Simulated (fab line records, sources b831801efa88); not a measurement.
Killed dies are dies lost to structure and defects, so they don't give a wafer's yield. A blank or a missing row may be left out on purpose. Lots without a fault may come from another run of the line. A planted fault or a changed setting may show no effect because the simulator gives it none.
fab line records | flow sky130
record lots=5 wafers=14 last_day=49
route steps=708 shown CONTACT@418 METAL1@434 PAD_OPEN@708
lots that met no fault: from a run of the same line without faults
start_h: hours from the record's first day to the start of the lot's first wafer shown | wait_h: hours since the lot's step before | " the same as in the row above | L1.1+2: a row that stands for several wafers | - no value, or no start given | * or withheld: withheld | < > ~ a bound
route shown NAME@n: a module of which the file shows steps, and the number in the route of the first | usual: mean/standard deviation of fault-free wafers | same: alike in all rows | chamber/n: place in a boat | sites: the reading at each site | _std_site: their standard deviation | _edge_site: outer sites' mean less inner sites' | radius_mm: how far each site lies from the wafer's centre | mask NAME#n: copy n | behind: the tool/chamber that last shaped the wafer | hold: why the lot was held/for how many hours/how that ended | device: the transistor (n, p or np) that didn't switch | end of line: the same wafers' tests at the end of the route | a step without rows: its recipe alone | killed: dies lost to structure and defects at the first sort, not the wafer's yield | map: a wafer's dies, x killed, . not, _ none there
set.NAME: the setting as run; set.NAME@STEP: as run at that earlier step | model.NAME: the simulator's own value behind a step, which no gauge read
lots at some steps of the route; a table a step, a row a wafer
services: from which hour (start_h, from the record's first day; less than 0 if before it) a tool's chamber was out of use, for how many hours, and why
## steps
# step SKY_CONTACT_PEB_12
# recipe peb_temp_c=withheld peb_time_s=withheld resist=KrF-thick
# step SKY_CONTACT_DEVELOP_13
# recipe develop_time_s=60 resist=KrF-thick dev_temp_c=21
# step SKY_CONTACT_CD_MEAS_14
# recipe target_cd_nm=170
# usual cd_nm=170.0/1.7
# columns lot.wafer tool chamber start_h wait_h cd_nm
L688.3 cd_sem-02 - 751.12 - 170.6
L688.5 " - " " 169.7
L688.6 " - " " 170.8
L693.2 cd_sem-01 - 785.45 - 170.3
L693.4 " - " " 169.3
L693.6 " - " " 169.6
L696.1 cd_sem-01 - 809.67 - 166.9
L696.5 " - " " 168.2
L696.6 " - " " 166.5
L701.1 cd_sem-01 - 855.37 - 172.4
L701.3 " - " " 171.5
L701.6 " - " " 172.6
L702.1 cd_sem-02 - 855.98 - 172.6
L702.3 " - " " 173.0
# step SKY_CONTACT_OVL_MEAS_15
# usual CONTACT_OVL=0/5.6
# columns lot.wafer tool chamber start_h wait_h CONTACT_OVL[nm]
L688.3 overlay-02 - 751.22 0.1 8
L688.5 " - " " 2
L688.6 " - " " 8
L693.2 overlay-01 - 785.56 0.1 1
L693.4 " - " " -4
L693.6 " - " " -2
L696.1 overlay-02 - 809.79 0.1 16
L696.5 " - " " 10
L696.6 " - " " 11
L701.1 overlay-01 - 855.49 0.1 0
L701.3 " - " " -4
L701.6 " - " " -1
L702.1 overlay-02 - 856.10 0.1 -9
L702.3 " - " " -1
# step SKY_CONTACT_ETCH_16
# recipe chemistry=N2/H2 target=BARC ion_energy_ev=200 source_w=500 bias_w=100 pressure_mtorr=30 n2_flow_sccm=100 h2_flow_sccm=200 stop_on=SiO2 time_s=45.9 target_depth_a=600
# usual drypump_motor_current_A=5.8/0.49 oes_product_au=0.855/0.0047 throttle_valve_pct=13.224/0.0092
# columns lot.wafer tool chamber start_h wait_h drypump_motor_current_A oes_product_au rf_hours_counter_h throttle_valve_pct
L688.3 rie_diel-03 0 751.24 0.0 5.6 0.843 12 13.228
L688.5 " 1 " " 6.3 0.855 - 13.233
L688.6 " 2 " " 4.8 0.853 - 13.232
L693.2 rie_diel-04 2 785.59 0.0 5.6 0.854 37 13.225
L693.4 " 0 " " 6.3 0.856 0 13.227
L693.6 " 1 " " 5.6 0.849 - 13.240
L696.1 rie_diel-04 1 809.83 0.0 5.6 0.858 15 13.240
L696.5 " 1 " " 5.7 0.860 - 13.240
L696.6 " 0 " " 6.3 0.857 - 13.213
L701.1 rie_diel-03 2 855.53 0.0 4.8 0.852 14 13.232
L701.3 " 1 " " 6.3 0.850 7 13.205
L701.6 " 3 " " 6.0 0.853 - 13.233
L702.1 rie_diel-01 1 856.14 0.0 6.2 0.845 8 13.232
L702.3 " 2 " " 6.3 0.858 6 13.201
# step SKY_CONTACT_ETCH_17
# recipe target=SiO2 chemistry=C4F8/O2/Ar stop_on=Si3N4 mask_material=KrF-thick source_w=1500 bias_w=1200 pressure_mtorr=40 c4f8_flow_sccm=withheld O2_flow_sccm=6 Ar_flow_sccm=300 time_s=withheld target_depth_a=3400
# usual oes_product_au=0.892/0.0049
# columns lot.wafer tool chamber start_h wait_h oes_product_au
L688.3 rie_diel-03 0 751.28 0.0 0.883
L688.5 " 1 " " 0.884
L688.6 " 2 " " 0.892
L693.2 rie_diel-04 2 785.63 0.0 0.890
L693.4 " 0 " " 0.890
L693.6 " 1 " " 0.881
L696.1 rie_diel-04 1 809.87 0.0 0.889
L696.5 " 1 " " 0.903
L696.6 " 0 " " 0.894
L701.1 rie_diel-03 2 855.57 0.0 0.903
L701.3 " 1 " " 0.892
L701.6 " 3 " " 0.894
L702.1 rie_diel-01 1 856.18 0.0 0.888
L702.3 " 2 " " 0.889
# step SKY_CONTACT_ETCH_18
# recipe target=Si3N4 chemistry=CHF3/O2 stop_on=TiN source_w=600 bias_w=200 pressure_mtorr=40 chf3_flow_sccm=50 O2_flow_sccm=5 time_s=39 target_depth_a=750
# step SKY_CONTACT_STRIP_19
# recipe chemistry=O2/N2 power_w=1400 pressure_mtorr=1500 platen_temp_c=withheld o2_flow_sccm=3000 n2_flow_sccm=300 overash_fraction=0.5
# usual drypump_motor_current_A=5.7/0.42 oes_product_au=0.380/0.0048 strip_time_to_endpoint_s=3.62/0.037
# same overash_fraction=0.5
# columns lot.wafer tool chamber start_h wait_h drypump_motor_current_A oes_product_au rf_hours_counter_h strip_time_to_endpoint_s
L688.3 plasma_asher-01 0 751.41 - 5.9 0.373 - 3.61
L688.5 " 1 " " 5.9 0.385 - 3.65
L688.6 " 0 " " 5.9 0.382 - 3.63
L693.2 plasma_asher-01 1 785.72 - 5.9 0.386 68 3.65
L693.4 " 0 " " 5.9 0.385 - 3.63
L693.6 " 1 " " 5.9 0.382 - 3.64
L696.1 plasma_asher-01 1 809.96 - 5.9 0.381 70 3.66
L696.5 " 0 " " 5.9 0.369 - 3.65
L696.6 " 1 " " 5.9 0.378 - 3.59
L701.1 plasma_asher-01 0 855.66 - 5.9 0.385 75 3.63
L701.3 " 0 " " 5.9 0.380 - 3.67
L701.6 " 0 " " 5.9 0.385 - 3.64
L702.1 plasma_asher-04 0 856.27 - 4.8 0.379 11 3.56
L702.3 " 0 " " 4.8 0.381 - 3.64
# step SKY_CONTACT_STRIP_20
# recipe chemistry=post_etch_residue_remover time_s=1200 temp_c=72.5
# step SKY_CONTACT_CLEAN_21
# recipe chemistry=IPA time_s=180 temp_c=25
# step SKY_CONTACT_CLEAN_22
# recipe chemistry=O3/DIW dry=n2_spin
# step SKY_CONTACT_SPUTTER_23
# recipe material=TiN target_thk_nm=20 chamber_pressure_pa=5 power_w=4000 time_s=80
# usual throttle_valve_pct=30.1/1.1
# columns lot.wafer tool chamber start_h wait_h throttle_valve_pct
L688.3 pvd_sputter-02 - 751.96 0.0 29.7
L688.5 " - " " 29.7
L688.6 " - " " 31.9
L693.2 pvd_sputter-02 - 786.31 0.0 29.4
L693.4 " - " " 29.3
L693.6 " - " " 29.7
L696.1 pvd_sputter-04 - 810.56 0.0 30.7
L696.5 " - " " 30.1
L696.6 " - " " 32.1
L701.1 pvd_sputter-03 - 856.29 0.0 28.2
L701.3 " - " " 29.6
L701.6 " - " " 29.6
L702.1 pvd_sputter-04 - 856.98 0.0 30.0
L702.3 " - " " 32.3
# step SKY_CONTACT_CVD_24
# recipe material=W target_thk_nm=340 time_s=102.12 temp_c=400 pressure_torr=40
# usual chamber_pressure_Torr=40.01/0.087 heater_power_w=834/53
# columns lot.wafer tool chamber start_h wait_h chamber_pressure_Torr heater_power_w model.W_of_CONTACT_CVD_24.thk_nm
L688.3 cvd_w-02 0 752.10 0.1 39.99 818 339.7
L688.5 " 0 " " 40.12 836 340
L688.6 " 0 " " 40.04 833 344.1
L693.2 cvd_w-01 1 786.38 0.0 39.94 901 344.5
L693.4 " 0 " " 40.05 765 340.2
L693.6 " 0 " " 40.01 742 344
L696.1 cvd_w-02 1 810.62 0.0 39.94 845 343
L696.5 " 0 " " 39.82 831 344.9
L696.6 " 1 " " 40.10 831 339.2
L701.1 cvd_w-01 1 856.35 0.0 39.88 881 336
L701.3 " 1 " " 39.99 893 333.2
L701.6 " 0 " " 39.96 742 333.9
L702.1 cvd_w-02 1 857.04 0.0 39.98 865 266.6
L702.3 " 1 " " 39.79 838 266.1
# step SKY_CONTACT_RS_MEAS_25
# recipe thk_meas_gauge=four-point-probe reads=W_of_CONTACT_CVD_24+TiN_of_CONTACT_SPUTTER_23
# usual CONTACT_W_RS=0.337/0.0033
# columns lot.wafer tool chamber start_h wait_h CONTACT_W_RS[ohm/sq]
L688.3 film_metro-02 - 752.29 0.2 0.338
L688.5 " - " " 0.337
L688.6 " - " " 0.333
L693.2 film_metro-04 - 786.51 0.1 0.333
L693.4 " - " " 0.338
L693.6 " - " " 0.333
L696.1 film_metro-04 - 810.73 0.1 0.335
L696.5 " - " " 0.333
L696.6 " - " " 0.338
L701.1 film_metro-02 - 856.46 0.1 0.341
L701.3 " - " " 0.345
L701.6 " - " " 0.343
L702.1 film_metro-02 - 857.15 0.1 0.431
L702.3 " - " " 0.433
# step SKY_CONTACT_THK_MEAS_26
# recipe thk_meas_gauge=xrf reads=W_of_CONTACT_CVD_24
# usual CONTACT_W_THK=333/3.7
# columns lot.wafer tool chamber start_h wait_h CONTACT_W_THK[nm]
L688.3 film_metro-02 - 752.39 0.1 331
L688.5 " - " " 331
L688.6 " - " " 331
L693.2 film_metro-04 - 786.62 0.1 335
L693.4 " - " " 331
L693.6 " - " " 335
L696.1 film_metro-04 - 810.85 0.1 335
L696.5 " - " " 335
L696.6 " - " " 330
L701.1 film_metro-02 - 856.58 0.1 329
L701.3 " - " " 328
L701.6 " - " " 328
L702.1 film_metro-02 - 857.27 0.1 262
L702.3 " - " " 263
# step SKY_CONTACT_CMP_27
# recipe stop_on=SiO2 t_overpolish_s=15 down_force_psi=3.5 platen_rpm=60 target_thk_nm=0 pad_velocity_m_s=0.94248
# usual motor_current_A=11.7/1.2 time_to_endpoint_s=82.5/2.9
# columns lot.wafer tool chamber start_h wait_h motor_current_A time_to_endpoint_s
L688.3 cmp-01 2 752.56 0.2 13.5 82.1
L688.6 " 0 " " 12.0 85.7
L688.5 " 1 " " 10.2 81.6
L693.2 cmp-01 1 786.73 0.1 10.5 83.6
L693.4 " 3 " " 10.7 85.3
L693.6 " 2 " " 13.6 83.7
L696.1 cmp-02 3 811.01 0.1 11.0 83.7
L696.5 " 1 " " 10.9 82.1
L696.6 " 2 " " 13.3 79.0
L701.3 cmp-01 0 856.69 0.1 12.2 87.8
L701.1 " 2 " " 14.0 85.3
L701.6 " 3 " " 10.8 81.9
L702.3 cmp-02 2 857.33 0.0 13.3 61.1
L702.1 " 0 " " 10.0 62.3
# step SKY_METAL1_SPUTTER_00
# recipe material=Ti target_thk_nm=15 power_w=3000 time_s=10 chamber_pressure_pa=0.4
# usual throttle_valve_pct=30.4/0.94
# columns lot.wafer tool chamber start_h wait_h throttle_valve_pct
L688.3 pvd_sputter-04 - 752.76 0.1 29.9
L688.5 " - " " 30.1
L688.6 " - " " 32.3
L693.2 pvd_sputter-04 - 787.03 0.2 30.2
L693.4 " - " " 32.1
L693.6 " - " " 29.8
L696.1 pvd_sputter-02 - 811.21 0.1 29.2
L696.5 " - " " 29.6
L696.6 " - " " 31.9
L701.1 pvd_sputter-02 - 856.94 0.1 29.5
L701.3 " - " " 29.0
L701.6 " - " " 29.3
L702.1 pvd_sputter-01 - 857.63 0.1 30.2
L702.3 " - " " 30.2
# step SKY_PAD_OPEN_PROBE_99
# usual killed_at_M0_to_M3=43/6.4 killed_at_M4_up=2.8/1.7 killed_at_contacts=24/5.5 killed_at_front_end=15/4 killed_at_other=0.3/0.54 killed_dies=86/9.1 killed_open=47/6.6 killed_short=39/6.2
# same gross_dies=492 killed_at_back_side=0
# columns lot.wafer tool chamber start_h wait_h killed_at_M0_to_M3 killed_at_M4_up killed_at_contacts killed_at_front_end killed_at_other killed_dies killed_open killed_short
L688.3 prober-01 - 1088.54 0.2 35 2 16 18 0 71 45 26
L688.5 prober-01 - 1088.64 0.2 54 2 23 20 1 100 62 38
L688.6 prober-01 - 1088.69 0.2 40 4 23 24 0 91 52 39
# killed by level:class
L688.3 VIA1:geometric_particle:open=14 CONTACT:geometric_particle:open=7 VIA3:geometric_particle:open=6 POLY_GATE:geometric_particle:short=5 FIELD_ISO:geometric_particle:short=4 POLY_GATE:geometric_particle:open=4 LI_CONTACT:geometric_particle:open=4 CONTACT:geometric_particle:short=4
L688.5 VIA1:geometric_particle:open=13 VIA2:geometric_particle:open=13 VIA3:geometric_particle:open=10 CONTACT:geometric_particle:open=9 CONTACT:geometric_particle:short=6 METAL2:geometric_particle:short=6 FIELD_ISO:geometric_particle:short=5 POLY_GATE:geometric_particle:short=5
L688.6 CONTACT:geometric_particle:open=9 METAL2:geometric_particle:short=8 VIA1:geometric_particle:open=7 VIA2:geometric_particle:open=7 FIELD_ISO:geometric_particle:open=6 LI_CONTACT:geometric_particle:open=6 METAL4:geometric_particle:short=4 VIA3:geometric_particle:open=4
## services
# columns tool chamber start_h hours kind
cvd_w-01 1 730.77 5.7 repair
cmp-01 - 733.13 6.6 repair
plasma_asher-04 - 733.75 9.0 pm
cmp-01 - 742.89 5.5 pm
cmp-02 - 750.62 4.0 pm
rie_diel-04 0 755.44 - clean
rie_diel-04 0 755.44 20.4 scheduled_down
rie_diel-04 0 755.44 20.4 vent_cycle
rie_diel-01 3 760.04 3.0 repair
pvd_sputter-02 - 770.12 0.5 repair
pvd_sputter-03 - 781.00 3.0 repair
cmp-01 - 801.21 0.7 repair
cmp-02 - 801.94 3.8 pm
rie_diel-04 2 806.64 - clean
rie_diel-04 2 806.64 19.2 scheduled_down
rie_diel-04 2 806.64 19.2 vent_cycle
cmp-02 - 808.34 0.3 repair
cvd_w-01 0 808.64 6.7 repair
rie_diel-01 - 810.39 0.5 repair
plasma_asher-04 - 810.80 2.8 pm
cmp-01 - 836.15 2.3 repair
pvd_sputter-02 0 837.40 - consumable_replace:kit
rie_diel-01 2 843.48 1.4 repair
cmp-02 - 856.34 0.8 repair
## key
first_sign step=SKY_CONTACT_RS_MEAS_25 reading=CONTACT_W_RS direction=up sigmas=29 usual=0.337 struck=0.432
effect step=SKY_CONTACT_THK_MEAS_26 reading=CONTACT_W_THK direction=down sigmas=19 usual=333 struck=263
effect step=SKY_CONTACT_CMP_27 reading=time_to_endpoint_s direction=down sigmas=7.2 usual=* struck=*
model_effect step=SKY_CONTACT_CVD_24 value=W_of_CONTACT_CVD_24.thk_nm without=336 struck=266.4
met_at SKY_CONTACT_CVD_24
struck_wafers L702.1,L702.3
tester_left_out L702
onset_between 810.62 857.04
also_fits time
fault kind=process_parameter_drift tool=cvd_w-02 chamber=- onset_h=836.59 steps=SKY_CONTACT_CVD_24 channel=target_thk_nm offset=-69.635 shape=step end_h=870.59 scope=struck_wafers_only acts_in=these_recipes_only stated=340
# tester_left_out: of these lots the tester's yield and bins aren't shown, on N5 and GAA mostly nor the transistor test; their killed dies are dies lost to structure and defects alone, not to doping, threshold or leakage, so they don't give the yield
